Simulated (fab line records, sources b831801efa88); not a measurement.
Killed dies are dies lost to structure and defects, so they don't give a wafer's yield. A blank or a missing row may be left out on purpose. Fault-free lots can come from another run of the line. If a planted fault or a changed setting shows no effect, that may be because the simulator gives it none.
Which tool did it? | flow gf180mcu | Sampling: 12 lots, 36 wafers, 2 of 602 route steps

== WHAT EACH GAUGE READ, for each wafer ==
GF_V2_BOW_MEAS_05.
lot  | measured     | on            | V2_BOW (um)
L075 | day 19 20:37 | film_metro-04 | 92 98 104
L077 | day 20 17:32 | film_metro-04 | 107 107 115
L079 | day 21 18:22 | film_metro-04 | 96 101 95
L080 | day 21 22:22 | film_metro-04 | 95 94 94
L083 | day 22 20:27 | film_metro-04 | 92 86 85
L085 | day 23 05:07 | film_metro-02 | 80 99 88
L087 | day 24 17:47 | film_metro-04 | 94 91 92
L090 | day 24 22:59 | film_metro-01 | 105 88 90
L091 | day 25 12:49 | film_metro-04 | 99 106 87
L093 | day 25 18:53 | film_metro-02 | 100 93 89
L095 | day 26 15:04 | film_metro-02 | 111 100 108
L097 | day 27 11:28 | film_metro-04 | 85 103 95

== WHAT TOOL EACH LOT RAN ON (gives the tool, then ch and the chambers of the sampled wafers, and finally the start) ==
lot  | GF_V2_CMP_04
L075 | cmp-01 ch 1,2,3, day 19 20:28
L077 | cmp-02 ch 1,2, day 20 17:14
L079 | cmp-01 ch 0,1,3, day 21 18:04
L080 | cmp-01 ch 0,1,2, day 21 22:04
L083 | cmp-02 ch 0,3, day 22 20:09
L085 | cmp-02 ch 0,2,3, day 23 04:47
L087 | cmp-02 ch 1,3, day 24 17:29
L090 | cmp-01 ch 1,2,3, day 24 22:44
L091 | cmp-02 ch 0,1, day 25 12:34
L093 | cmp-01 ch 1,2, day 25 18:38
L095 | cmp-01 ch 0,1,3, day 26 14:46
L097 | cmp-02 ch 1,2, day 27 11:10
- GF_V2_CMP_04: polishes SiO2.

== THE ANSWER, worked out from the rows above alone ==
Rule: usual is defined by the lots themselves. The widest of any qualifying gaps counts: lots, ordered by their means at a reading, are off when they make up no more than a third of the lots, leave a main group of 4 or more, and stand apart from it by 3 or more times the standard deviation of that group's means. If all means in a main group match to the digits the tables above print for the reading, that group is not used. A lot without any number at a reading at which 4 lots or more have one is off too. The other lots that the step has rows for count as sound.
Across all readings shown, no lot is off: no conclusion can be drawn from this.

== WHAT THE SIMULATOR HAD INSERTED ==
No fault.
